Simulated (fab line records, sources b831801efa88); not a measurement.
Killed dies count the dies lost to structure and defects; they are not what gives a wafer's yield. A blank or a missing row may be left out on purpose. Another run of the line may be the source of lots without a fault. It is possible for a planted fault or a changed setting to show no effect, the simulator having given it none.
Matching of chambers || flow sky130 || SKY_VIA2_ETCH_14 on rie diel-02: 4 sister chambers
The step etches BARC in N2/H2, stops on SiO2, time 45.9 s, target depth 60 nm. 7 wafers are shown with their chamber, then 7 later ones without.

## WAFERS, EACH WITH ITS CHAMBER
{"wafer": "L317.2", "chamber": 3, "bias w (W)": 100.3, "rf fwd power W (W)": 495.8}
{"wafer": "L317.3", "chamber": 2, "bias w (W)": 99.3, "rf fwd power W (W)": 493.3}
{"wafer": "L319.2", "chamber": 0, "bias w (W)": 99.9, "rf fwd power W (W)": 494.7}
{"wafer": "L319.5", "chamber": 0, "bias w (W)": 100.3, "rf fwd power W (W)": 494.7}
{"wafer": "L319.6", "chamber": 3, "bias w (W)": 100.1, "rf fwd power W (W)": 495.5}
{"wafer": "L331.1", "chamber": 1, "bias w (W)": 99.9, "rf fwd power W (W)": 500.2}
{"wafer": "L331.5", "chamber": 1, "bias w (W)": 99.7, "rf fwd power W (W)": 498.1}

## WAFERS MISSING THEIR CHAMBER
{"wafer": "L331.6", "bias w (W)": 100.0, "rf fwd power W (W)": 495.8}
{"wafer": "L333.2", "bias w (W)": 99.7, "rf fwd power W (W)": 496.3}
{"wafer": "L333.4", "bias w (W)": 100.5, "rf fwd power W (W)": 498.8}
{"wafer": "L333.6", "bias w (W)": 100.6, "rf fwd power W (W)": 495.2}
{"wafer": "L335.4", "bias w (W)": 99.9, "rf fwd power W (W)": 491.1}
{"wafer": "L335.5", "bias w (W)": 100.2, "rf fwd power W (W)": 495.2}
{"wafer": "L335.6", "bias w (W)": 99.8, "rf fwd power W (W)": 490.2}

## WHICH CHAMBER EACH WENT THROUGH
{"wafer": "L331.6", "from the rows above": "can't be placed: 3 or 0", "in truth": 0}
{"wafer": "L333.2", "from the rows above": "can't be placed: 3 or 0 or 1 or 2", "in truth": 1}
{"wafer": "L333.4", "from the rows above": "can't be placed: 1 or 3 or 0", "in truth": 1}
{"wafer": "L333.6", "from the rows above": "can't be placed: 3 or 0", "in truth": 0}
{"wafer": "L335.4", "from the rows above": "can't be placed: 2 or 0 or 3", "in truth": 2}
{"wafer": "L335.5", "from the rows above": "can't be placed: 3 or 0", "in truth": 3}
{"wafer": "L335.6", "from the rows above": "can't be placed: 2 or 0", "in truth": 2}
Correct placement for 0 of the 7. Not placeable from these rows: 7 (in 7, the candidates include the true chamber). Placed wrongly: 0.
How it was worked out, from the rows above alone: a wafer's distance from a chamber is the root of the sum, over the readings, of the square of ((its reading less the chamber's mean) divided by the reading's scatter). The wafer belongs to the nearest chamber; if the next one is less than 2 further off, it can't be placed. For every chamber, the mean is computed from those of its wafers that are shown. The scatter is the square root of a quotient: the sum, over the shown wafers, of each reading's squared deviation from its chamber's mean, divided by wafers minus chambers.
